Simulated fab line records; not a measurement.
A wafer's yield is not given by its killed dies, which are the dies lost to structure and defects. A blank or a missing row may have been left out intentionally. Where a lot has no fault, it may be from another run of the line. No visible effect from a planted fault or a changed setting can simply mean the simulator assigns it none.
The same fault as seen by 2 desks ; flow gf180mcu ; every desk sees just its own numbers, and what lay behind them comes last

== AT THE TOOL OWNER'S DESK: rie_metal-02 ==
The tool's own readings at GF_M5_METAL_ETCH_10 (etches the open film in Cl2/BCl3, stops on SiO2, target depth 750.8 nm, time 125.1 s): means of the sampled wafers that have a number, for each lot that ran on this tool. A lot is out of limits, marked OUT, if its mean lies more than 4 standard deviations from the usual mean; the brackets give that distance.
Columns: A = bias_w at GF_M5_METAL_ETCH_10, usual 140.0 W; B = drypump_motor_current_A at GF_M5_METAL_ETCH_10, usual 5.6 A; C = oes_product_au at GF_M5_METAL_ETCH_10, usual 0.991 a.u.; D = throttle_valve_pct at GF_M5_METAL_ETCH_10, usual 28.229 %
lot;first seen here;A;B;C;D
L238;day 26 15:25;139.9;5.5;0.987;28.240
L243;day 28 06:40;140.0;5.5;0.994;28.232
L244;day 28 16:51;140.0;5.7;0.989;28.233
L255;day 31 14:01;196.4 (+99 or more) OUT;5.9;0.996;28.221
L258;day 32 11:52;196.4 (+99 or more) OUT;5.7;0.998;28.224
This desk's finding: out of limits on L255, L258; first on L255, day 31 14:01 (bias_w at GF_M5_METAL_ETCH_10). L238, L243, L244: within limits.

== THE METROLOGY DESK ==
What the gauges read, lot by lot, whatever tool the lot ran on: means of the sampled wafers that have a number. A lot is out of limits, marked OUT, if its mean lies more than 4 standard deviations from the usual mean; the brackets give that distance.
Columns: A = MIM_ALCU_THK at GF_MIM_THK_MEAS_11, usual 202.0 nm; B = V5_BOW at GF_V5_BOW_MEAS_05, usual 132 um
lot;first seen here;A;B
L238;day 24 21:08;203.0;151
L239;day 25 06:17;201.5;115
L240;day 25 13:32;201.3;135
L243;day 26 13:23;205.9;131
L244;day 27 00:47;202.0;117
L245;day 27 06:14;206.4;131
L246;day 27 17:40;202.5;124
L252;day 29 06:37;201.3;134
L255;day 30 02:14;204.8;130
L258;day 31 00:46;201.1;124
L259;day 31 08:14;199.8;130
Finding of this desk: none of the 11 lots has anything out of limits.

== PUT TOGETHER ==
An alarm could have come from the tool owner's desk at day 31 14:01, on L255, L258.
At the metrology desk, nothing out of limits was observed.
The metrology desk holds a record of L255, L258, inside its limits.
GF_M5_METAL_ETCH_10 was run on rie_metal-02 by each of the lots named.

== WHAT THE SIMULATOR HAD PUT IN ==
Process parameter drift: rie_metal-02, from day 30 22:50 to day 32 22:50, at GF_M5_METAL_ETCH_10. Setting bias_w, moved by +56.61, from 140. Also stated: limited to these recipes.
Struck lots among those shown: L255, L258.
Hours from the fault's start to each desk's first reading out of limits: the tool owner's desk, 15.
